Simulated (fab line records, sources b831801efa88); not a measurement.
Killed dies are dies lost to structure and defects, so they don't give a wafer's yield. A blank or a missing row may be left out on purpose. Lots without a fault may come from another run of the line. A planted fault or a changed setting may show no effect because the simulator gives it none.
Chamber matching | flow gf180mcu | GF_CONTACT_CMP_27 on cmp-02: 4 sister chambers
The step polishes, stops on SiO2, t overpolish 15 s, target thk 0 nm. 8 wafers are shown with their chamber, then 7 later ones without.

WAFERS WITH THEIR CHAMBER
wafer  | chamber | motor_current_A (A) | time_to_endpoint_s (s)
L335.6 | 3       | 11.6                | 74
L342.2 | 1       | 11.0                | 67
L342.3 | 3       | 11.6                | 70
L345.2 | 1       | 11.5                | 68
L345.4 | 2       | 10.9                | 67
L345.5 | 0       | 12.0                | 73
L346.2 | 0       | 11.9                | 72
L346.3 | 2       | 11.0                | 66

WAFERS WITHOUT THEIR CHAMBER
wafer  | motor_current_A (A) | time_to_endpoint_s (s)
L346.5 | 11.3                | 71
L348.1 | 11.0                | 69
L348.3 | 10.9                | 72
L348.4 | 12.0                | 72
L347.1 | 11.1                | 68
L347.3 | 10.9                | 72
L347.5 | 12.0                | 77

WHICH CHAMBER EACH WENT THROUGH
wafer  | from the rows above               | in truth
L346.5 | can't be placed: 3 or 1 or 2 or 0 | 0
L348.1 | can't be placed: 2 or 1           | 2
L348.3 | can't be placed: 1 or 2 or 3      | 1
L348.4 | can't be placed: 0 or 3           | 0
L347.1 | can't be placed: 1 or 2           | 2
L347.3 | can't be placed: 1 or 2 or 3      | 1
L347.5 | can't be placed: 0 or 3           | 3
Placed correctly: 0 of 7. Can't be placed from these rows: 7 (the true chamber is among the candidates in 7). Placed wrongly: 0.
How it was worked out, from the rows above alone: a wafer's distance from a chamber is the root of the sum, over the readings, of the square of ((its reading less the chamber's mean) divided by the reading's scatter). The wafer belongs to the nearest chamber; if the next one is less than 2 further off, it can't be placed. A chamber's mean is the mean of its shown wafers. The scatter: the root of (the sum of the squares of (reading less its chamber's mean) over the shown wafers, divided by (wafers less chambers)).
